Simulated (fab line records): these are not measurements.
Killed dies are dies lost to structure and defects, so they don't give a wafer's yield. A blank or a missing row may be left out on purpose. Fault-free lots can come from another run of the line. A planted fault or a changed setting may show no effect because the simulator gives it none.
Matching of chambers :: flow gf180mcu :: rie_si-02 running GF_POLY_GATE_ETCH_13: 4 sister chambers
The step etches poly-Si in HBr/Cl2, stops on SiO2, target depth 198.5 nm, time 69.6 s. 14 wafers are shown with their chamber, then 6 later ones without.

== EACH WAFER AND ITS CHAMBER ==
wafer: L801.4
chamber: 3
drypump_motor_current_A (A): 5.6
he_backside_leak_sccm (sccm): 2.75
oes_product_au (a.u.): 0.991

wafer: L801.5
chamber: 3
drypump_motor_current_A (A): 5.6
he_backside_leak_sccm (sccm): 2.69
oes_product_au (a.u.): 0.984

wafer: L801.6
chamber: 0
drypump_motor_current_A (A): 6.4
he_backside_leak_sccm (sccm): 2.77
oes_product_au (a.u.): 0.990

wafer: L803.3
chamber: 0
drypump_motor_current_A (A): 6.3
he_backside_leak_sccm (sccm): 2.68
oes_product_au (a.u.): 0.995

wafer: L803.5
chamber: 1
drypump_motor_current_A (A): 5.8
he_backside_leak_sccm (sccm): 2.42
oes_product_au (a.u.): 0.987

wafer: L803.6
chamber: 2
drypump_motor_current_A (A): 5.2
he_backside_leak_sccm (sccm): 2.51
oes_product_au (a.u.): 0.990

wafer: L805.1
chamber: 3
drypump_motor_current_A (A): 5.6
he_backside_leak_sccm (sccm): 2.71
oes_product_au (a.u.): 0.970

wafer: L805.2
chamber: 0
drypump_motor_current_A (A): 6.3
he_backside_leak_sccm (sccm): 2.62
oes_product_au (a.u.): 0.998

wafer: L805.3
chamber: 1
drypump_motor_current_A (A): 5.7
he_backside_leak_sccm (sccm): 2.10
oes_product_au (a.u.): 0.980

wafer: L813.1
chamber: 2
drypump_motor_current_A (A): 5.2
he_backside_leak_sccm (sccm): 2.54
oes_product_au (a.u.): 0.990

wafer: L813.4
chamber: 3
drypump_motor_current_A (A): 5.6
he_backside_leak_sccm (sccm): 2.61
oes_product_au (a.u.): 0.984

wafer: L814.4
chamber: 0
drypump_motor_current_A (A): 6.4
he_backside_leak_sccm (sccm): 2.83
oes_product_au (a.u.): 0.990

wafer: L814.5
chamber: 1
drypump_motor_current_A (A): 5.7
he_backside_leak_sccm (sccm): 2.53
oes_product_au (a.u.): 0.996

wafer: L814.6
chamber: 0
drypump_motor_current_A (A): 6.4
he_backside_leak_sccm (sccm): 2.90
oes_product_au (a.u.): 0.996

SIGNATURES (means of the wafers above)
reading: drypump_motor_current_A
chamber 0: 6.360
chamber 1: 5.733
chamber 2: 5.200
chamber 3: 5.600
scatter within a chamber: 0.0432

reading: he_backside_leak_sccm
chamber 0: 2.7600
chamber 1: 2.3500
chamber 2: 2.5250
chamber 3: 2.6900
scatter within a chamber: 0.127

reading: oes_product_au
chamber 0: 0.99380
chamber 1: 0.98767
chamber 2: 0.99000
chamber 3: 0.98225
scatter within a chamber: 0.00644
Rule: for each reading, subtract the chamber's mean from the wafer's reading, divide by that reading's scatter and square the result; add these up over the readings and take the root, which gives the wafer's distance from the chamber. The wafer belongs to the nearest chamber; if the next one is less than 2 further off, it can't be placed. How the scatter is found: for the shown wafers, subtract from each reading the mean of its chamber, square and add these, divide the total by (wafers less chambers), then take the root.

== WAFERS WITH NO CHAMBER GIVEN ==
wafer: L817.2
drypump_motor_current_A (A): 5.6
he_backside_leak_sccm (sccm): 2.66
oes_product_au (a.u.): 0.986

wafer: L817.4
drypump_motor_current_A (A): 6.4
he_backside_leak_sccm (sccm): 2.65
oes_product_au (a.u.): 1.002

wafer: L817.6
drypump_motor_current_A (A): 5.1
he_backside_leak_sccm (sccm): 2.10
oes_product_au (a.u.): 0.982

wafer: L823.2
drypump_motor_current_A (A): 6.3
he_backside_leak_sccm (sccm): 2.87
oes_product_au (a.u.): 0.980

wafer: L823.4
drypump_motor_current_A (A): 5.6
he_backside_leak_sccm (sccm): 2.76
oes_product_au (a.u.): 0.981

wafer: L823.6
drypump_motor_current_A (A): 5.7
he_backside_leak_sccm (sccm): 2.72
oes_product_au (a.u.): 0.989

== EACH ONE'S CHAMBER ==
wafer: L817.2
from the rows above: 3
in truth: 3

wafer: L817.4
from the rows above: 0
in truth: 0

wafer: L817.6
from the rows above: 2
in truth: 2

wafer: L823.2
from the rows above: 0
in truth: 0

wafer: L823.4
from the rows above: 3
in truth: 3

wafer: L823.6
from the rows above: can't be placed: 3 or 1
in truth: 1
Placed correctly: 5 of 6. Not placeable from these rows: 1 (in 1, the candidates include the true chamber). 0 placed wrongly.
